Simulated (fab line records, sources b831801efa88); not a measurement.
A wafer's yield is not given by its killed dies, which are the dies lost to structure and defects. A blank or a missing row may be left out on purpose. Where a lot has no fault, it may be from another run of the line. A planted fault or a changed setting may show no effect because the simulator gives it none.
A sampling plan put to the test / flow gf180mcu / one line in one fab, 10 faults in these records, each fault weighed on the records of the lots it struck
The plan consists of the line's own looks: route steps at which the wafer is read by a gauge or an inspection but not changed. A look is open to judgement when struck wafers have a number at it and the file gives its usual mean and standard deviation on fault-free wafers. Caught: a look later than the fault's first step finds the struck wafers' mean 4 or more of those standard deviations (sigma) from the usual mean. On the tool: the test repeated on the tool's own readings taken at the fault's steps. It also counts as caught if the struck wafers ran another recipe or if their record alone is blank.

THE FAULTS, as the simulator had put them in
1. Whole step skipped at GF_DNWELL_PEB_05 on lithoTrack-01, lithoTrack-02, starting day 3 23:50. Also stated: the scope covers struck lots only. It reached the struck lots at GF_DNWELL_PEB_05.
2. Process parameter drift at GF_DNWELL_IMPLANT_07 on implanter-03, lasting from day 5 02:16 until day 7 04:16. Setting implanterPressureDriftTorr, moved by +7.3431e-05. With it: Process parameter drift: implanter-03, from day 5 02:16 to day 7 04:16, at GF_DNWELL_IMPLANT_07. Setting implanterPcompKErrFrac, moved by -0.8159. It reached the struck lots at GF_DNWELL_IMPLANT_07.
3. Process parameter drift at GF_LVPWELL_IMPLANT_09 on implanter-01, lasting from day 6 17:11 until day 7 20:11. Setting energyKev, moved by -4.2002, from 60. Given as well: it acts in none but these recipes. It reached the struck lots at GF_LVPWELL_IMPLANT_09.
4. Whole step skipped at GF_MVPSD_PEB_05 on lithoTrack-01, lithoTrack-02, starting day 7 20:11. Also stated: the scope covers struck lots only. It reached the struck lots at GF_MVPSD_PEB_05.
5. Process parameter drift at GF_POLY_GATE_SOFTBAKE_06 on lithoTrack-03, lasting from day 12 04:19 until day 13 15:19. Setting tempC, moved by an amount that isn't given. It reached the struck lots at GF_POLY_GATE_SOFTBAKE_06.
6. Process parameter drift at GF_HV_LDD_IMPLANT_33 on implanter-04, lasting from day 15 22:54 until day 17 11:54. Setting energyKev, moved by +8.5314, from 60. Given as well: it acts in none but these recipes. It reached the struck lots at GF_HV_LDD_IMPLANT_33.
7. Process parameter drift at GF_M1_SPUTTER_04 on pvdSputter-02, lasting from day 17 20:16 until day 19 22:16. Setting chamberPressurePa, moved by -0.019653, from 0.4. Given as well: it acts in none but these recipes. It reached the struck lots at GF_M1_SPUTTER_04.
8. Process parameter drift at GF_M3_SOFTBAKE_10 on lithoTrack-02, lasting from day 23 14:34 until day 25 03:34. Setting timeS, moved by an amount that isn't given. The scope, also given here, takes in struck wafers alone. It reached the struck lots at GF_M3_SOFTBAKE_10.
9. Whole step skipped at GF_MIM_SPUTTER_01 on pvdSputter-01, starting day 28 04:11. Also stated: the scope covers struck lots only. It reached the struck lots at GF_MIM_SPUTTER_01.
10. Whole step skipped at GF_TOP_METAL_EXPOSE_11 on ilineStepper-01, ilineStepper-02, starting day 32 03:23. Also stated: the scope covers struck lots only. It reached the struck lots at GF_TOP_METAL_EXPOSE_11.

WHAT THE PLAN SAW
fault=1; on the tool itself=the tool's record is blank for the struck wafers; first look that catches it=no look after it can be judged; reading, sigma=-; median hours from its first step to that look=-; hours from the fault's start to the first struck lot there=-; judged looks passed uncaught=0
fault=2; on the tool itself=endStationPressureTorr +99 or beyond sigma; first look that catches it=none of the 3 looks that can be judged after it; reading, sigma=-; median hours from its first step to that look=-; hours from the fault's start to the first struck lot there=-; judged looks passed uncaught=3
fault=3; on the tool itself=beamEnergyKeV -99 or beyond sigma; first look that catches it=none of the 2 looks that can be judged after it; reading, sigma=-; median hours from its first step to that look=-; hours from the fault's start to the first struck lot there=-; judged looks passed uncaught=2
fault=4; on the tool itself=the tool's record is blank for the struck wafers; first look that catches it=not the one look that can be judged after it; reading, sigma=-; median hours from its first step to that look=-; hours from the fault's start to the first struck lot there=-; judged looks passed uncaught=1
fault=5; on the tool itself=heaterPowerTotalW -20 sigma; first look that catches it=no look after it can be judged; reading, sigma=-; median hours from its first step to that look=-; hours from the fault's start to the first struck lot there=-; judged looks passed uncaught=0
fault=6; on the tool itself=beamEnergyKeV +99 or beyond sigma; first look that catches it=GF_HV_LDD_RS_MEAS_53; reading, sigma=HV_LDD_RS -11; median hours from its first step to that look=23.7; hours from the fault's start to the first struck lot there=31; judged looks passed uncaught=0
fault=7; on the tool itself=chamberPressurePa -23 sigma; first look that catches it=not the one look that can be judged after it; reading, sigma=-; median hours from its first step to that look=-; hours from the fault's start to the first struck lot there=-; judged looks passed uncaught=1
fault=8; on the tool itself=runLengthS +14 sigma; first look that catches it=not the one look that can be judged after it; reading, sigma=-; median hours from its first step to that look=-; hours from the fault's start to the first struck lot there=-; judged looks passed uncaught=1
fault=9; on the tool itself=the tool's record is blank for the struck wafers; first look that catches it=no look after it can be judged; reading, sigma=-; median hours from its first step to that look=-; hours from the fault's start to the first struck lot there=-; judged looks passed uncaught=0
fault=10; on the tool itself=no reading that can be judged; first look that catches it=no look after it can be judged; reading, sigma=-; median hours from its first step to that look=-; hours from the fault's start to the first struck lot there=-; judged looks passed uncaught=0
A dash: the fault isn't caught, or these records don't give the number.

Caught at a look: 1 of 10. Caught on the tool: 9 of 10. By one or the other: 9 of 10.
Faults 1, 2, 3, 4, 5, 7, 8, 9 were caught on the tool alone.
Caught by neither: fault 10.

THINNER SAMPLING
Were the look that catches a fault to measure just every second or every third lot (counted by lot number), the first struck lot would, at worst, be measured this late:
fault=6; struck lots at that look, in order of time=L504, L505; every lot=31 h; every second lot=36 h; every third lot=may miss all 2
Hours count from the start of the fault until the first struck lot that is measured. The limit of 4 sigma was tested on all struck wafers together, so one lot alone may lie under it. Other struck lots may not be in these records.

THE LONGEST TIMED WAY FROM STEP TO LOOK
Fault 6: the median time between GF_HV_LDD_IMPLANT_33 and GF_HV_LDD_RS_MEAS_53 is 23.7 hours. No look between them can be judged.
